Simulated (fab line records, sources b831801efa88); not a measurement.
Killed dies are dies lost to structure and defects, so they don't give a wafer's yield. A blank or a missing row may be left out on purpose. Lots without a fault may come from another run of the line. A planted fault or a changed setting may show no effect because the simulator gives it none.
Which tool did it? | flow sky130 | 12 lots, 35 wafers sampled, at 5 steps of a route of 708

WHAT THE GAUGES READ, wafer by wafer
SKY_VIA2_OVL_MEAS_13. Usual: VIA2_OVL -2 nm, standard deviation 5.
lot  | measured     | on         | VIA2_OVL (nm) | flag
L684 | day 36 09:52 | overlay-01 | -6 -10 -5     |
L685 | day 36 17:54 | overlay-02 | 0 0 0         |
L686 | day 36 21:13 | overlay-02 | 1 -1 -6       |
L690 | day 38 08:38 | overlay-02 | -8 -2 -1      |
L691 | day 38 19:21 | overlay-01 | -1 -8 2       |
L692 | day 39 04:42 | overlay-01 | -3 -2 -6      |
L694 | day 39 13:34 | overlay-01 | 3 1 1         |
L695 | day 39 19:30 | overlay-01 | -6 5 -3       |
L699 | day 40 20:26 | overlay-02 | 7 6 4         |
L700 | day 41 07:30 | overlay-02 | -7 -6         |
L706 | day 42 20:02 | overlay-02 | -2 5 4        |
L707 | day 43 01:30 | overlay-01 | -3 2 0        |

SKY_METAL3_OVL_MEAS_14. Usual: METAL3_OVL 2 nm, standard deviation 4.8.
lot  | measured     | on         | METAL3_OVL (nm) | flag
L684 | day 38 15:56 | overlay-01 | 0 4 8           |
L685 | day 38 22:58 | overlay-02 | 7 8 3           |
L686 | day 39 02:49 | overlay-01 | -3 -3 -5        |
L690 | day 40 14:17 | overlay-02 | 2 -6 -2         |
L691 | day 40 23:56 | overlay-02 | 0 -2 2          |
L692 | day 41 07:52 | overlay-01 | 4 3 13          |
L694 | day 41 18:34 | overlay-01 | 0 6 1           |
L695 | day 42 00:06 | overlay-01 | 4 5 2           |
L699 | day 43 00:14 | overlay-01 | -4 -3 -2        |
L700 | day 43 09:24 | overlay-01 | 0 6             |
L706 | day 44 18:53 | overlay-01 | 5 8 9           |
L707 | day 45 00:35 | overlay-01 | -1 -3 2         |

SKY_CAP2M_THK_MEAS_01. Usual: CAP2M_CVD_00_THK 15.6 nm, standard deviation 0.33.
lot  | measured     | on            | CAP2M_CVD_00_THK (nm) | flag
L684 | day 39 19:50 | film_metro-01 | 15.4 15.0 15.2        |
L685 | day 40 03:29 | film_metro-03 | 15.7 16.0 15.7        |
L686 | day 40 07:38 | film_metro-04 | 15.3 15.4 15.5        |
L690 | day 41 19:11 | film_metro-03 | 15.6 15.4 15.9        |
L691 | day 42 03:44 | film_metro-04 | 15.6 15.2 15.4        |
L692 | day 42 11:30 | film_metro-04 | 15.1 14.9 15.3        |
L694 | day 42 22:02 | film_metro-01 | 15.7 15.5 15.9        |
L695 | day 43 03:02 | film_metro-03 | 15.0 15.4 15.3        |
L699 | day 44 02:47 | film_metro-03 | 15.7 15.3 6.7         | OFF
L700 | day 44 12:13 | film_metro-03 | 15.2 6.4              | OFF
L706 | day 45 19:19 | film_metro-01 | 15.7 15.9 16.0        |
L707 | day 46 01:29 | film_metro-01 | 15.7 15.8 15.9        |

SKY_CAP2M_THK_MEAS_04: measures by xrf. Usual: CAP2M_TIN_THK 202.1 nm, standard deviation 2.8.
lot  | measured     | on            | CAP2M_TIN_THK (nm) | flag
L684 | day 39 20:08 | film_metro-04 | 202.9 201.5 199.7  |
L685 | day 40 03:47 | film_metro-03 | 202.7 200.3 200.0  |
L686 | day 40 07:55 | film_metro-04 | 200.1 200.2 204.2  |
L690 | day 41 19:29 | film_metro-04 | 200.8 202.6 201.9  |
L691 | day 42 04:01 | film_metro-03 | 202.8 199.2 201.7  |
L692 | day 42 11:47 | film_metro-04 | 201.9 204.8 204.2  |
L694 | day 42 22:20 | film_metro-03 | 199.7 198.4 197.7  |
L695 | day 43 03:20 | film_metro-03 | 200.6 199.7 200.8  |
L699 | day 44 03:04 | film_metro-04 | 202.8 201.1 201.6  |
L700 | day 44 12:30 | film_metro-04 | 201.8 199.6        |
L706 | day 45 19:37 | film_metro-04 | 206.2 202.2 203.1  |
L707 | day 46 01:46 | film_metro-04 | 207.9 206.9 206.7  |

WHICH TOOL RAN EACH LOT (tool, then ch and the chambers of the sampled wafers, then the start)
lot  | SKY_CAP2M_CVD_00
L684 | pecvd-02 ch 0,2, day 39 19:49
L685 | pecvd-01 ch 0,1,2, day 40 03:27
L686 | pecvd-04 ch 0,2, day 40 07:35
L690 | pecvd-01 ch 0,1, day 41 19:10
L691 | pecvd-02 ch 1,2, day 42 03:42
L692 | pecvd-02 ch 1,2, day 42 11:28
L694 | pecvd-04 ch 1,2, day 42 22:00
L695 | pecvd-02 ch 0,2, day 43 03:01
L699 | pecvd-02 ch 1,2, day 44 02:45
L700 | pecvd-02 ch 0,2, day 44 12:10
L706 | pecvd-01 ch 0,1, day 45 19:17
L707 | pecvd-01 ch 1,2, day 46 01:28
- SKY_CAP2M_CVD_00: deposits SiO2, target thk 15.5 nm.

WHAT THE TOOLS THEMSELVES READ (means of the sampled wafers that have a number; where no wafer has one, the mark that the record gives instead)
SKY_CAP2M_CVD_00. Usual: heater_power_w 691 W, standard deviation 90.
lot  | tool     | heater_power_w (W) | flag
L684 | pecvd-02 | 654                |
L685 | pecvd-01 | 664                |
L686 | pecvd-04 | 853                |
L690 | pecvd-01 | 719                |
L691 | pecvd-02 | 627                |
L692 | pecvd-02 | 741                |
L694 | pecvd-04 | 719                |
L695 | pecvd-02 | 691                |
L699 | pecvd-02 | 631                |
L700 | pecvd-02 | 686                |
L706 | pecvd-01 | 659                |
L707 | pecvd-01 | 663                |

THE ANSWER, worked out from the rows above alone
Rule: a lot is off if the mean of its wafers that have a number lies more than 3 standard deviations from the usual mean. A lot without any number at a reading at which 4 lots or more have one is off too. The other lots that the step has rows for count as sound. The gauges are gone through in route order, then the tools' own readings, and for those a lot's mean is taken as printed above. The first step at which some lot is off is used, and at that step the reading that is off furthest; a lot without a number counts as furthest.
Off: L699, L700, at SKY_CAP2M_THK_MEAS_01 (CAP2M_CVD_00_THK).
A tool fits if, at a process step before that reading, it ran every lot that is off, and no sound lot after the first of them. The gauges at SKY_CAP2M_THK_MEAS_01 are tried like those tools. Can't be told from this: 2 tools fit, pecvd-02 at SKY_CAP2M_CVD_00, film_metro-03 at SKY_CAP2M_THK_MEAS_01.

WHAT THE SIMULATOR HAD PUT IN
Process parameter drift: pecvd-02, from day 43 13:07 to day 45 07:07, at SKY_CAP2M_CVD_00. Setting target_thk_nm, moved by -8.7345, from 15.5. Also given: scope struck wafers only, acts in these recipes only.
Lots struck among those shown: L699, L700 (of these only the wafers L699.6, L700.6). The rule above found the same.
